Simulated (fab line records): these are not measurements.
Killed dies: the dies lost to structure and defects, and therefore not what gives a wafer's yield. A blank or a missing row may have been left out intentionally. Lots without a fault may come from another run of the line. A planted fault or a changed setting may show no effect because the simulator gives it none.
Check for tools in common -- flow gf180mcu -- Sampled: 13 lots, 39 wafers

REASON IT WAS OPENED
2 of 13 lots carry a flag on the reading CONTACT_CVD_00_THK at GF_CONTACT_THK_MEAS_01. No-fault wafers: 297.1 nm, standard deviation 2.8.
Rule: flag the lot when none of its wafers has a number, or when each of its wafers that has one lies beyond 4 standard deviations from that mean. All remaining lots are regarded as sound.

lot,measured,on,"CONTACT_CVD_00_THK (nm), wafer by wafer",flag
L363,day 15 02:22,film_metro-02,296.4 299.7 294.5,
L364,day 15 20:03,film_metro-02,299.5 298.8 296.1,
L365,day 15 23:53,film_metro-03,300.4 297.7 300.4,
L366,day 16 13:44,film_metro-01,297.3 295.4 299.5,
L368,day 17 05:01,film_metro-02,299.4 298.3 299.9,
L369,day 17 21:49,film_metro-03,292.1 301.1 296.9,
L371,day 19 03:56,film_metro-03,290.1 297.3 292.8,
L372,day 19 11:10,film_metro-02,297.9 293.6 295.8,
L376,day 20 13:46,film_metro-02,147.4 145.8 146.6,FLAGGED
L378,day 21 07:26,film_metro-01,144.7 144.3 144.5,FLAGGED
L379,day 21 12:57,film_metro-01,294.3 298.6 296.1,
L381,day 22 00:54,film_metro-01,296.2 302.6 299.3,
L382,day 22 10:10,film_metro-02,302.2 299.7 299.6,
The numbers of the flagged lots are 145.6 nm on average: -151.6 nm against the usual, or -54 standard deviations.

WHICH TOOL EACH LOT WENT THROUGH
The record keeps 1 process step preceding the reading, out of 602 steps on the route. In each cell: the tool, then ch and the chambers that the sampled wafers went through, then the start.
lot,flag,GF_CONTACT_CVD_00
L363,,"hdpcvd-02 ch 1,2, day 15 02:19"
L364,,"hdpcvd-02 ch 0,1,2, day 15 20:00"
L365,,"hdpcvd-02 ch 0,1,2, day 15 23:50"
L366,,"hdpcvd-02 ch 1,2, day 16 13:41"
L368,,"hdpcvd-02 ch 0,2, day 17 04:57"
L369,,"hdpcvd-01 ch 0,1,2, day 17 21:46"
L371,,"hdpcvd-02 ch 0,1,2, day 19 03:53"
L372,,"hdpcvd-01 ch 0,1,2, day 19 11:07"
L376,FLAGGED,"hdpcvd-02 ch 1,2, day 20 13:43"
L378,FLAGGED,"hdpcvd-02 ch 0,1,2, day 21 07:23"
L379,,"hdpcvd-01 ch 1,2, day 21 12:55"
L381,,"hdpcvd-01 ch 0,1,2, day 22 00:50"
L382,,"hdpcvd-01 ch 1,2, day 22 10:06"
What is done by these steps:
- GF_CONTACT_CVD_00: deposits SiO2, target thk 300 nm, time 50 s.
- GF_CONTACT_THK_MEAS_01

FLAGGED OVER TOTAL, TOOL BY TOOL (the gauges that took the reading come last)
step,tool,lots run,flagged,share of the flagged lots,sound lots run after its first flagged lot
GF_CONTACT_CVD_00,hdpcvd-01,5,0,none,-
GF_CONTACT_CVD_00,hdpcvd-02,8,2,all,0
GF_CONTACT_THK_MEAS_01,film_metro-01,4,1,some,"2 (L379,L381)"
GF_CONTACT_THK_MEAS_01,film_metro-02,6,1,some,1 (L382)
GF_CONTACT_THK_MEAS_01,film_metro-03,3,0,none,-

WHAT IS ALLOWED BY THE TABLE
In the table, 1 row covers all flagged lots: hdpcvd-02 at GF_CONTACT_CVD_00.
- hdpcvd-02 at GF_CONTACT_CVD_00: 2 of its 8 lots flagged. Its last sound lot is L371 (day 19 03:53), its first flagged lot L376 (day 20 13:43): a fault that began between those two fits. Its own readings (sih4_flow_sccm) fall more than 4 standard deviations out on all wafers of the flagged lots.
Left over: one tool, hdpcvd-02 at GF_CONTACT_CVD_00.

WHAT THE SIMULATOR HAD PUT IN
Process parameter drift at GF_CONTACT_CVD_00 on hdpcvd-02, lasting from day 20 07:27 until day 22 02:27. The setting sih4_flow_sccm was moved by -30, starting from 60. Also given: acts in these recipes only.
Struck lots among those shown: L376, L378. The rule above found the same.
